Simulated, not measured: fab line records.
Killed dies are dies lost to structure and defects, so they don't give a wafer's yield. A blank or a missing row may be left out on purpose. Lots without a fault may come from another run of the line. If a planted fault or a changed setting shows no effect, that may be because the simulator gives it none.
Comparing a struck lot with a sound one | flow gf180mcu | 43 out of 602 route steps
Sound: the wafers L965.4, L965.5, L965.6. Wafers L973.1, L973.2, L973.4 were the ones struck. Last of all comes the cause.
Order at every step that has rows: each side's tool, ch and its chambers, its first start. Under that, the readings that differ: sound wafers | struck wafers | difference of the means | sigmas: that difference in standard deviations of wafers without a fault.
alike: readings with means less than 2 such deviations apart, plus words and numbers identical on both sides. not compared: withheld readings, readings lacking a value on some wafer, bounds such as >300 that could conceal the same value, and numbers that have no deviation in the record and whose values overlap.
Wherever a step has rows on one side only, a row that says differs or no value, or a row with sigmas, the two part there. When numbers do not overlap yet have no deviation, they are printed without sigmas and do not part them. Lack of a reading on every wafer of one side parts them only where that side has two or more wafers.

first, 2 steps without rows for these wafers: GF_LVPWELL_IMPLANT_08; GF_LVPWELL_IMPLANT_09.
GF_LVPWELL_STRIP_10: strips in O2/N2.
  sound on plasmaAsher-03 ch 0,1, day 5 22:22; struck on plasmaAsher-03 ch 0,1, day 7 22:52
  alike: chamberPressureMTorr, drypumpMotorCurrentA, heaterPowerW, oesProductAu, stripTimeToEndpointS
  not compared: rfHoursCounterH
GF_LVPWELL_TW_MEAS_11:
  sound on filmMetro-02, day 5 22:28; struck on filmMetro-04, day 7 22:58
  alike: LVPWELL_TW
then, 7 steps without rows for these wafers: GF_MVSD_DEHYDRATE_00 (time 60 s); GF_MVSD_HMDS_01 (prime time 57.7 s); GF_MVSD_COAT_02 (resist thk 3000 nm); GF_MVSD_SOFTBAKE_03; GF_MVSD_EXPOSE_04 (exposes mask MVSD, target cd 1000 nm); GF_MVSD_PEB_05; GF_MVSD_DEVELOP_06 (develop time 60 s).
GF_MVSD_OVL_MEAS_07:
  sound on overlay-02, day 6 12:46; struck on overlay-01, day 8 15:21
  alike: MVSD_OVL
GF_MVSD_IMPLANT_08:
  sound on implanter-04 ch 0, day 6 12:52; struck on implanter-04 ch 0, day 8 15:23
reading          | sound            | struck            | difference | sigmas
beamOnS (s)      | 10.34 10.09 9.80 | 12.13 12.76 12.66 | +2.44      | +12
faradayCurrentUA | 86.8 89.4 92.5   | 74.5 70.8 71.9    | -17.2      | -10
following that, these wafers have no rows for 1 step: GF_MVSD_IMPLANT_09.
GF_MVSD_STRIP_10: strips in O2/N2.
  sound on plasmaAsher-03 ch 0,1, day 6 13:07; struck on plasmaAsher-04 ch 0,1, day 8 15:41
reading                  | sound       | struck      | difference | sigmas
drypumpMotorCurrentA (A) | 6.0 6.0 6.4 | 5.0 5.3 4.9 | -1.1       | -2
  alike: chamberPressureMTorr, heaterPowerW, oesProductAu, stripTimeToEndpointS
  not compared: rfHoursCounterH
GF_MVSD_TW_MEAS_11:
  sound on filmMetro-01, day 6 13:13; struck on filmMetro-04, day 8 16:01
reading | sound          | struck         | difference | sigmas
MVSD_TW | 1548 1541 1537 | 1674 1675 1677 | +133       | +6
  not compared: hold
then, 6 steps without rows for these wafers: GF_MVPSD_HMDS_01 (prime time 60 s); GF_MVPSD_COAT_02 (resist thk 3000 nm); GF_MVPSD_SOFTBAKE_03; GF_MVPSD_EXPOSE_04 (exposes mask MVPSD, target cd 1000 nm); GF_MVPSD_PEB_05; GF_MVPSD_DEVELOP_06 (develop time 60 s).
GF_MVPSD_OVL_MEAS_07:
  sound on overlay-02, day 7 05:15; struck on overlay-02, day 9 08:35
reading        | sound          | struck      | difference | sigmas
MVPSD_OVL (nm) | -2.7 -1.2 -3.4 | 2.3 2.3 1.7 | +4.5       | +4
then, 2 steps without rows for these wafers: GF_MVPSD_IMPLANT_08; GF_MVPSD_IMPLANT_09.
GF_MVPSD_STRIP_10: strips in O2/N2.
  sound on plasmaAsher-01 ch 0,1, day 7 05:37; struck on plasmaAsher-04 ch 0,1, day 9 08:56
  alike: chamberPressureMTorr, drypumpMotorCurrentA, heaterPowerW, oesProductAu, stripTimeToEndpointS
  not compared: rfHoursCounterH
GF_MVPSD_TW_MEAS_11:
  sound on filmMetro-02, day 7 05:42; struck on filmMetro-02, day 9 09:02
  alike: MVPSD_TW
then, 7 steps without rows for these wafers: GF_VT_IMPLANT_DEHYDRATE_00 (time 60 s); GF_VT_IMPLANT_HMDS_01 (prime time 60 s); GF_VT_IMPLANT_COAT_02 (resist thk 1000 nm); GF_VT_IMPLANT_SOFTBAKE_03 (time 60 s); GF_VT_IMPLANT_EXPOSE_04 (exposes mask LVPWELL LV AREA, target cd 600 nm); GF_VT_IMPLANT_PEB_05; GF_VT_IMPLANT_DEVELOP_06 (develop time 60 s).
GF_VT_IMPLANT_OVL_MEAS_07:
  sound on overlay-02, day 7 21:16; struck on overlay-01, day 10 02:12
  alike: VT_IMPLANT_OVL
following that, these wafers have no rows for 1 step: GF_VT_IMPLANT_IMPLANT_08.
GF_VT_IMPLANT_STRIP_09: strips in O2/N2.
  sound on plasmaAsher-03 ch 0,1, day 7 21:28; struck on plasmaAsher-01 ch 0,1, day 10 02:23
  alike: chamberPressureMTorr, drypumpMotorCurrentA, heaterPowerW, oesProductAu, stripTimeToEndpointS
  not compared: rfHoursCounterH
GF_VT_IMPLANT_TW_MEAS_10:
  sound on filmMetro-03, day 7 21:34; struck on filmMetro-02, day 10 02:29
  alike: VT_IMPLANT_TW
then, 3 steps without rows for these wafers: GF_VT_IMPLANT_DEHYDRATE_11 (time 60 s); GF_VT_IMPLANT_HMDS_12 (prime time 60 s); GF_VT_IMPLANT_COAT_13 (resist thk 1000 nm).
-- the record jumps here: 2 days lie between the struck wafers' starts before and after --
GF_VT_IMPLANT_RS_MEAS_46: uses a four-point probe to measure.
  sound on filmMetro-01, day 10 01:16; struck on filmMetro-04, day 12 10:39
reading          | sound             | struck            | difference | sigmas
MVSD_RS (ohm/sq) | 455.9 455.5 455.0 | 406.8 407.6 407.3 | -48.2      | -44
  not compared: hold
GF_PASSIVATION_PROBE_99:
  sound wafers here have rows in the record (prober-02, day 31 13:10); struck ones have none

## WHERE THEY PART
First at GF_MVSD_IMPLANT_08; last, within this record, at GF_PASSIVATION_PROBE_99.

WHY: whatever the simulator had introduced
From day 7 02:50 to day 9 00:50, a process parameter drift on implanter-04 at GF_MVSD_IMPLANT_08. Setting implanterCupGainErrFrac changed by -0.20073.
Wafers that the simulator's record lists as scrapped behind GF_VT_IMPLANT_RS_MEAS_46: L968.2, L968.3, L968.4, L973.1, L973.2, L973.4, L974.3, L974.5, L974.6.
